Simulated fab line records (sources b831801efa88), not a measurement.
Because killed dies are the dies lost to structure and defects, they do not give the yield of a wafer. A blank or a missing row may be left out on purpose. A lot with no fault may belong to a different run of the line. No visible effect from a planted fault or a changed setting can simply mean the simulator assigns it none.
The tool behind it: which one? / flow gf180mcu / Sampling: 24 lots, 72 wafers, 5 of 602 route steps

## WHAT THE GAUGES READ, wafer by wafer
GF_VT_IMPLANT_OVL_MEAS_07. Usual: VT_IMPLANT_OVL 0.6 nm, standard deviation 1.4.
lot=L074; measured=day 5 13:05; on=overlay-02; VT_IMPLANT_OVL (nm)=-1.3 -2.6 -0.3; flag=
lot=L075; measured=day 5 17:42; on=overlay-02; VT_IMPLANT_OVL (nm)=0.1 1.5 1.1; flag=
lot=L076; measured=day 6 01:29; on=overlay-02; VT_IMPLANT_OVL (nm)=-2.8 -2.7 -1.7; flag=
lot=L077; measured=day 6 07:37; on=overlay-02; VT_IMPLANT_OVL (nm)=1.5 2.6 3.4; flag=
lot=L078; measured=day 6 13:27; on=overlay-02; VT_IMPLANT_OVL (nm)=2.8 2.3 2.2; flag=
lot=L079; measured=day 6 20:43; on=overlay-02; VT_IMPLANT_OVL (nm)=-0.2 0.3 -0.3; flag=
lot=L080; measured=day 7 02:52; on=overlay-02; VT_IMPLANT_OVL (nm)=0.3 0.5 0.0; flag=
lot=L081; measured=day 7 14:16; on=overlay-02; VT_IMPLANT_OVL (nm)=1.9 -0.3 0.5; flag=
lot=L082; measured=day 7 14:28; on=overlay-01; VT_IMPLANT_OVL (nm)=2.1 2.2 2.3; flag=
lot=L083; measured=day 7 21:43; on=overlay-01; VT_IMPLANT_OVL (nm)=1.5 3.1 3.3; flag=
lot=L084; measured=day 8 08:32; on=overlay-02; VT_IMPLANT_OVL (nm)=2.4 2.2 1.5; flag=
lot=L085; measured=day 8 20:08; on=overlay-01; VT_IMPLANT_OVL (nm)=-0.7 0.0 0.5; flag=
lot=L086; measured=day 9 04:17; on=overlay-02; VT_IMPLANT_OVL (nm)=1.2 -0.4 0.9; flag=
lot=L087; measured=day 9 05:10; on=overlay-01; VT_IMPLANT_OVL (nm)=-0.3 0.9 1.2; flag=
lot=L088; measured=day 9 11:39; on=overlay-02; VT_IMPLANT_OVL (nm)=-0.5 1.3 1.3; flag=
lot=L089; measured=day 9 16:50; on=overlay-01; VT_IMPLANT_OVL (nm)=1.3 0.3 1.2; flag=
lot=L090; measured=day 9 22:26; on=overlay-02; VT_IMPLANT_OVL (nm)=0.0 -1.3 -0.7; flag=
lot=L091; measured=day 10 07:16; on=overlay-02; VT_IMPLANT_OVL (nm)=0.3 0.9 1.9; flag=
lot=L092; measured=day 10 09:17; on=overlay-02; VT_IMPLANT_OVL (nm)=1.0 0.5 1.0; flag=
lot=L093; measured=day 10 11:21; on=overlay-02; VT_IMPLANT_OVL (nm)=0.1 -0.1 -1.8; flag=
lot=L094; measured=day 10 18:16; on=overlay-02; VT_IMPLANT_OVL (nm)=1.9 0.5 -1.5; flag=
lot=L095; measured=day 10 21:18; on=overlay-02; VT_IMPLANT_OVL (nm)=-0.4 0.8 -0.2; flag=
lot=L096; measured=day 11 04:57; on=overlay-02; VT_IMPLANT_OVL (nm)=0.2 1.3 2.5; flag=
lot=L097; measured=day 11 11:52; on=overlay-02; VT_IMPLANT_OVL (nm)=0.5 -0.9 0.1; flag=

GF_VT_IMPLANT_OVL_MEAS_29. Usual: VT_IMPLANT_02_OVL 0.2 nm, standard deviation 1.4.
lot=L074; measured=day 6 19:59; on=overlay-02; VT_IMPLANT_02_OVL (nm)=-0.8 0.6 -1.5; flag=
lot=L075; measured=day 6 23:37; on=overlay-02; VT_IMPLANT_02_OVL (nm)=0.4 0.8 -1.1; flag=
lot=L076; measured=day 7 08:41; on=overlay-01; VT_IMPLANT_02_OVL (nm)=2.5 3.1 3.1; flag=
lot=L077; measured=day 7 15:00; on=overlay-01; VT_IMPLANT_02_OVL (nm)=0.6 1.1 -0.1; flag=
lot=L078; measured=day 7 22:24; on=overlay-02; VT_IMPLANT_02_OVL (nm)=1.9 0.7 0.5; flag=
lot=L079; measured=day 8 04:19; on=overlay-01; VT_IMPLANT_02_OVL (nm)=1.2 0.7 0.3; flag=
lot=L080; measured=day 8 10:35; on=overlay-01; VT_IMPLANT_02_OVL (nm)=1.4 -0.3 0.0; flag=
lot=L081; measured=day 8 23:03; on=overlay-02; VT_IMPLANT_02_OVL (nm)=-0.6 -3.6 -3.2; flag=
lot=L082; measured=day 8 23:43; on=overlay-02; VT_IMPLANT_02_OVL (nm)=-1.5 0.8 -1.7; flag=
lot=L083; measured=day 9 06:43; on=overlay-01; VT_IMPLANT_02_OVL (nm)=1.6 1.8 0.8; flag=
lot=L084; measured=day 9 18:04; on=overlay-01; VT_IMPLANT_02_OVL (nm)=-0.2 -0.9 0.9; flag=
lot=L085; measured=day 10 05:40; on=overlay-02; VT_IMPLANT_02_OVL (nm)=-0.7 -2.3 -2.7; flag=
lot=L086; measured=day 10 16:22; on=overlay-02; VT_IMPLANT_02_OVL (nm)=0.0 0.9 -0.3; flag=
lot=L087; measured=day 10 16:39; on=overlay-01; VT_IMPLANT_02_OVL (nm)=0.4 0.2 0.9; flag=
lot=L088; measured=day 10 22:19; on=overlay-02; VT_IMPLANT_02_OVL (nm)=1.0 1.9 2.5; flag=
lot=L089; measured=day 11 03:37; on=overlay-01; VT_IMPLANT_02_OVL (nm)=-1.2 0.0 0.4; flag=
lot=L090; measured=day 11 09:58; on=overlay-02; VT_IMPLANT_02_OVL (nm)=0.1 -0.1 0.4; flag=
lot=L091; measured=day 11 20:10; on=overlay-02; VT_IMPLANT_02_OVL (nm)=0.6 2.7 2.2; flag=
lot=L092; measured=day 11 23:26; on=overlay-01; VT_IMPLANT_02_OVL (nm)=-0.6 0.9 -1.5; flag=
lot=L093; measured=day 12 00:30; on=overlay-02; VT_IMPLANT_02_OVL (nm)=-2.1 -1.2 -0.9; flag=
lot=L094; measured=day 12 08:02; on=overlay-01; VT_IMPLANT_02_OVL (nm)=-0.4 1.3 1.7; flag=
lot=L095; measured=day 12 11:27; on=overlay-01; VT_IMPLANT_02_OVL (nm)=0.1 -1.8 -0.4; flag=
lot=L096; measured=day 12 19:57; on=overlay-02; VT_IMPLANT_02_OVL (nm)=0.3 3.2 0.6; flag=
lot=L097; measured=day 13 02:19; on=overlay-02; VT_IMPLANT_02_OVL (nm)=-2.1 -2.1 -1.6; flag=

GF_HV_LDD_OVL_MEAS_32. Usual: HV_LDD_02_OVL -0.8 nm, standard deviation 1.5.
lot=L074; measured=day 11 12:55; on=overlay-01; HV_LDD_02_OVL (nm)=-3.4 -3.2 -2.8; flag=
lot=L075; measured=day 11 16:05; on=overlay-01; HV_LDD_02_OVL (nm)=-1.1 -1.6 -2.3; flag=
lot=L076; measured=day 11 23:52; on=overlay-02; HV_LDD_02_OVL (nm)=-1.4 -1.5 -1.5; flag=
lot=L077; measured=day 12 06:55; on=overlay-02; HV_LDD_02_OVL (nm)=-0.6 0.4 -0.2; flag=
lot=L078; measured=day 12 17:20; on=overlay-01; HV_LDD_02_OVL (nm)=-1.0 -1.1 -2.4; flag=
lot=L079; measured=day 13 05:43; on=overlay-02; HV_LDD_02_OVL (nm)=-2.4 -1.7 -2.5; flag=
lot=L080; measured=day 13 10:44; on=overlay-01; HV_LDD_02_OVL (nm)=-2.8 -2.8 -2.3; flag=
lot=L081; measured=day 13 23:08; on=overlay-01; HV_LDD_02_OVL (nm)=-1.4 -1.2 0.4; flag=
lot=L082; measured=day 14 03:59; on=overlay-02; HV_LDD_02_OVL (nm)=-1.8 -2.3 -1.4; flag=
lot=L083; measured=day 14 09:11; on=overlay-02; HV_LDD_02_OVL (nm)=2.3 -0.2 -0.1; flag=
lot=L084; measured=day 15 00:07; on=overlay-01; HV_LDD_02_OVL (nm)=2.0 0.6 2.3; flag=
lot=L085; measured=day 15 13:34; on=overlay-01; HV_LDD_02_OVL (nm)=0.7 1.2 1.3; flag=
lot=L086; measured=day 16 02:38; on=overlay-02; HV_LDD_02_OVL (nm)=-1.3 -1.3 0.1; flag=
lot=L087; measured=day 16 04:32; on=overlay-02; HV_LDD_02_OVL (nm)=0.7 1.5 1.1; flag=
lot=L088; measured=day 16 09:10; on=overlay-02; HV_LDD_02_OVL (nm)=-0.1 1.5 -0.1; flag=
lot=L089; measured=day 16 19:02; on=overlay-01; HV_LDD_02_OVL (nm)=1.0 -0.4 0.6; flag=
lot=L090; measured=day 16 23:10; on=overlay-01; HV_LDD_02_OVL (nm)=-1.8 -0.2 0.7; flag=
lot=L091; measured=day 17 12:34; on=overlay-02; HV_LDD_02_OVL (nm)=-3.2 -2.2 -1.6; flag=
lot=L092; measured=day 17 15:44; on=overlay-02; HV_LDD_02_OVL (nm)=0.5 1.8 1.1; flag=
lot=L093; measured=day 17 15:58; on=overlay-02; HV_LDD_02_OVL (nm)=-0.2 0.9 0.5; flag=
lot=L094; measured=day 18 01:04; on=overlay-01; HV_LDD_02_OVL (nm)=0.3 -0.7 -1.3; flag=
lot=L095; measured=day 18 07:08; on=overlay-01; HV_LDD_02_OVL (nm)=-2.4 -3.1 -2.1; flag=
lot=L096; measured=day 18 16:34; on=overlay-02; HV_LDD_02_OVL (nm)=-0.7 -0.6 -0.6; flag=
lot=L097; measured=day 18 23:10; on=overlay-01; HV_LDD_02_OVL (nm)=-1.2 -2.7 -2.3; flag=

GF_V1_BOW_MEAS_05. Usual: V1_BOW 83 um, standard deviation 8.9.
lot=L074; measured=day 17 03:03; on=filmMetro-04; V1_BOW (um)=70 90 79; flag=
lot=L075; measured=day 17 06:58; on=filmMetro-04; V1_BOW (um)=73 81 70; flag=
lot=L076; measured=day 17 17:56; on=filmMetro-02; V1_BOW (um)=76 83 78; flag=
lot=L077; measured=day 18 01:20; on=filmMetro-02; V1_BOW (um)=79 87 86; flag=
lot=L078; measured=day 18 13:47; on=filmMetro-04; V1_BOW (um)=85 84 106; flag=
lot=L079; measured=day 19 05:56; on=filmMetro-04; V1_BOW (um)=95 79 95; flag=
lot=L080; measured=day 19 14:01; on=filmMetro-04; V1_BOW (um)=85 93 89; flag=
lot=L081; measured=day 20 01:19; on=filmMetro-04; V1_BOW (um)=72 91 86; flag=
lot=L082; measured=day 20 05:34; on=filmMetro-02; V1_BOW (um)=69 74 76; flag=
lot=L083; measured=day 20 13:16; on=filmMetro-03; V1_BOW (um)=92 68 84; flag=
lot=L084; measured=day 21 03:50; on=filmMetro-03; V1_BOW (um)=76 87 85; flag=
lot=L085; measured=day 21 20:13; on=filmMetro-03; V1_BOW (um)=87 86 98; flag=
lot=L086; measured=day 22 08:38; on=filmMetro-02; V1_BOW (um)=82 102 82; flag=
lot=L087; measured=day 22 11:55; on=filmMetro-02; V1_BOW (um)=63 72 68; flag=
lot=L088; measured=day 22 15:31; on=filmMetro-02; V1_BOW (um)=91 76 81; flag=
lot=L089; measured=day 23 01:20; on=filmMetro-03; V1_BOW (um)=80 83 83; flag=
lot=L090; measured=day 23 04:57; on=filmMetro-02; V1_BOW (um)=65 64 87; flag=
lot=L091; measured=day 23 17:04; on=filmMetro-04; V1_BOW (um)=97 87 84; flag=
lot=L092; measured=day 23 21:57; on=filmMetro-02; V1_BOW (um)=74 64 77; flag=
lot=L093; measured=day 23 23:04; on=filmMetro-03; V1_BOW (um)=76 85 78; flag=
lot=L094; measured=day 24 07:46; on=filmMetro-02; V1_BOW (um)=81 86 77; flag=
lot=L095; measured=day 24 12:18; on=filmMetro-02; V1_BOW (um)=91 101 90; flag=
lot=L096; measured=day 24 21:35; on=filmMetro-04; V1_BOW (um)=91 86 102; flag=
lot=L097; measured=day 25 03:19; on=filmMetro-04; V1_BOW (um)=79 78 83; flag=

## WHICH TOOL RAN EACH LOT (tool, then ch and the chambers of the sampled wafers, then the start)
lot=L074; GF_M1_METAL_ETCH_16=rieMetal-04 ch 0,1, day 17 01:50
lot=L075; GF_M1_METAL_ETCH_16=rieMetal-02 ch 0,1, day 17 05:44
lot=L076; GF_M1_METAL_ETCH_16=rieMetal-04 ch 0,1, day 17 16:39
lot=L077; GF_M1_METAL_ETCH_16=rieMetal-02 ch 0,1, day 18 00:06
lot=L078; GF_M1_METAL_ETCH_16=rieMetal-04 ch 0,1, day 18 12:34
lot=L079; GF_M1_METAL_ETCH_16=rieMetal-02 ch 0,1, day 19 04:38
lot=L080; GF_M1_METAL_ETCH_16=rieMetal-03 ch 0,1, day 19 12:27
lot=L081; GF_M1_METAL_ETCH_16=rieMetal-04 ch 0,1, day 20 00:04
lot=L082; GF_M1_METAL_ETCH_16=rieMetal-03 ch 0, day 20 04:16
lot=L083; GF_M1_METAL_ETCH_16=rieMetal-04 ch 0,1, day 20 12:02
lot=L084; GF_M1_METAL_ETCH_16=rieMetal-03 ch 0,1, day 21 02:35
lot=L085; GF_M1_METAL_ETCH_16=rieMetal-03 ch 0, day 21 18:59
lot=L086; GF_M1_METAL_ETCH_16=rieMetal-02 ch 0,1, day 22 07:24
lot=L087; GF_M1_METAL_ETCH_16=rieMetal-03 ch 0,1, day 22 10:37
lot=L088; GF_M1_METAL_ETCH_16=rieMetal-02 ch 0, day 22 14:17
lot=L089; GF_M1_METAL_ETCH_16=rieMetal-03 ch 0,1, day 23 00:05
lot=L090; GF_M1_METAL_ETCH_16=rieMetal-04 ch 0, day 23 03:43
lot=L091; GF_M1_METAL_ETCH_16=rieMetal-03 ch 0,1, day 23 15:51
lot=L092; GF_M1_METAL_ETCH_16=rieMetal-02 ch 0, day 23 20:43
lot=L093; GF_M1_METAL_ETCH_16=rieMetal-04 ch 0,1, day 23 21:49
lot=L094; GF_M1_METAL_ETCH_16=rieMetal-04 ch 0,1, day 24 06:29
lot=L095; GF_M1_METAL_ETCH_16=rieMetal-02 ch 0,1, day 24 10:59
lot=L096; GF_M1_METAL_ETCH_16=rieMetal-03 ch 0,1, day 24 20:18
lot=L097; GF_M1_METAL_ETCH_16=rieMetal-04 ch 0, day 25 02:01
- GF_M1_METAL_ETCH_16: etches the open film in Cl2/BCl3, stops on SiO2, target depth 627.5 nm, time 104.6 s.

## AS READ BY THE TOOLS THEMSELVES (means over the sampled wafers that have a number; for cases with no such wafer, the mark the record gives instead)
GF_M1_METAL_ETCH_16. Usual: drypumpMotorCurrentA 5.4 A, standard deviation 0.35; oesProductAu 0.973 a.u., standard deviation 0.0066; throttleValvePct 28.248 %, standard deviation 0.0097.
lot=L074; tool=rieMetal-04; drypumpMotorCurrentA (A)=5.4; oesProductAu (a.u.)=0.973; throttleValvePct (%)=28.253; flag=
lot=L075; tool=rieMetal-02; drypumpMotorCurrentA (A)=5.1; oesProductAu (a.u.)=0.968; throttleValvePct (%)=28.249; flag=
lot=L076; tool=rieMetal-04; drypumpMotorCurrentA (A)=5.3; oesProductAu (a.u.)=0.979; throttleValvePct (%)=28.239; flag=
lot=L077; tool=rieMetal-02; drypumpMotorCurrentA (A)=5.0; oesProductAu (a.u.)=0.977; throttleValvePct (%)=28.252; flag=
lot=L078; tool=rieMetal-04; drypumpMotorCurrentA (A)=5.4; oesProductAu (a.u.)=0.979; throttleValvePct (%)=28.241; flag=
lot=L079; tool=rieMetal-02; drypumpMotorCurrentA (A)=5.0; oesProductAu (a.u.)=0.978; throttleValvePct (%)=28.243; flag=
lot=L080; tool=rieMetal-03; drypumpMotorCurrentA (A)=5.8; oesProductAu (a.u.)=0.968; throttleValvePct (%)=28.242; flag=
lot=L081; tool=rieMetal-04; drypumpMotorCurrentA (A)=5.4; oesProductAu (a.u.)=0.973; throttleValvePct (%)=28.256; flag=
lot=L082; tool=rieMetal-03; drypumpMotorCurrentA (A)=5.8; oesProductAu (a.u.)=0.984; throttleValvePct (%)=28.245; flag=
lot=L083; tool=rieMetal-04; drypumpMotorCurrentA (A)=5.4; oesProductAu (a.u.)=0.974; throttleValvePct (%)=28.247; flag=
lot=L084; tool=rieMetal-03; drypumpMotorCurrentA (A)=5.8; oesProductAu (a.u.)=0.965; throttleValvePct (%)=28.246; flag=
lot=L085; tool=rieMetal-03; drypumpMotorCurrentA (A)=5.8; oesProductAu (a.u.)=0.978; throttleValvePct (%)=28.244; flag=
lot=L086; tool=rieMetal-02; drypumpMotorCurrentA (A)=5.0; oesProductAu (a.u.)=0.972; throttleValvePct (%)=28.252; flag=
lot=L087; tool=rieMetal-03; drypumpMotorCurrentA (A)=5.8; oesProductAu (a.u.)=0.969; throttleValvePct (%)=28.244; flag=
lot=L088; tool=rieMetal-02; drypumpMotorCurrentA (A)=5.0; oesProductAu (a.u.)=0.975; throttleValvePct (%)=28.249; flag=
lot=L089; tool=rieMetal-03; drypumpMotorCurrentA (A)=5.8; oesProductAu (a.u.)=0.966; throttleValvePct (%)=28.255; flag=
lot=L090; tool=rieMetal-04; drypumpMotorCurrentA (A)=5.2; oesProductAu (a.u.)=0.978; throttleValvePct (%)=28.249; flag=
lot=L091; tool=rieMetal-03; drypumpMotorCurrentA (A)=5.8; oesProductAu (a.u.)=0.979; throttleValvePct (%)=28.249; flag=
lot=L092; tool=rieMetal-02; drypumpMotorCurrentA (A)=5.0; oesProductAu (a.u.)=0.974; throttleValvePct (%)=28.241; flag=
lot=L093; tool=rieMetal-04; drypumpMotorCurrentA (A)=5.5; oesProductAu (a.u.)=0.973; throttleValvePct (%)=28.239; flag=
lot=L094; tool=rieMetal-04; drypumpMotorCurrentA (A)=5.5; oesProductAu (a.u.)=0.971; throttleValvePct (%)=28.254; flag=
lot=L095; tool=rieMetal-02; drypumpMotorCurrentA (A)=5.0; oesProductAu (a.u.)=0.976; throttleValvePct (%)=28.244; flag=
lot=L096; tool=rieMetal-03; drypumpMotorCurrentA (A)=5.8; oesProductAu (a.u.)=0.971; throttleValvePct (%)=28.254; flag=
lot=L097; tool=rieMetal-04; drypumpMotorCurrentA (A)=5.2; oesProductAu (a.u.)=0.969; throttleValvePct (%)=28.251; flag=

## THE ANSWER, worked out from the rows above alone
Rule: lot off if the mean of its wafers having a number is beyond 3 standard deviations from the usual mean. A lot without any number at a reading at which 4 lots or more have one is off too. The other lots that the step has rows for count as sound. After the gauges, taken in route order, come the tools' own readings; for these a lot's mean is taken, as printed above. At the first step where some lot is off, the reading lying furthest off is the one used; lots without a number count as furthest.
None of the lots is off at any reading shown; this tells nothing.

## WHAT THE SIMULATOR PUT IN
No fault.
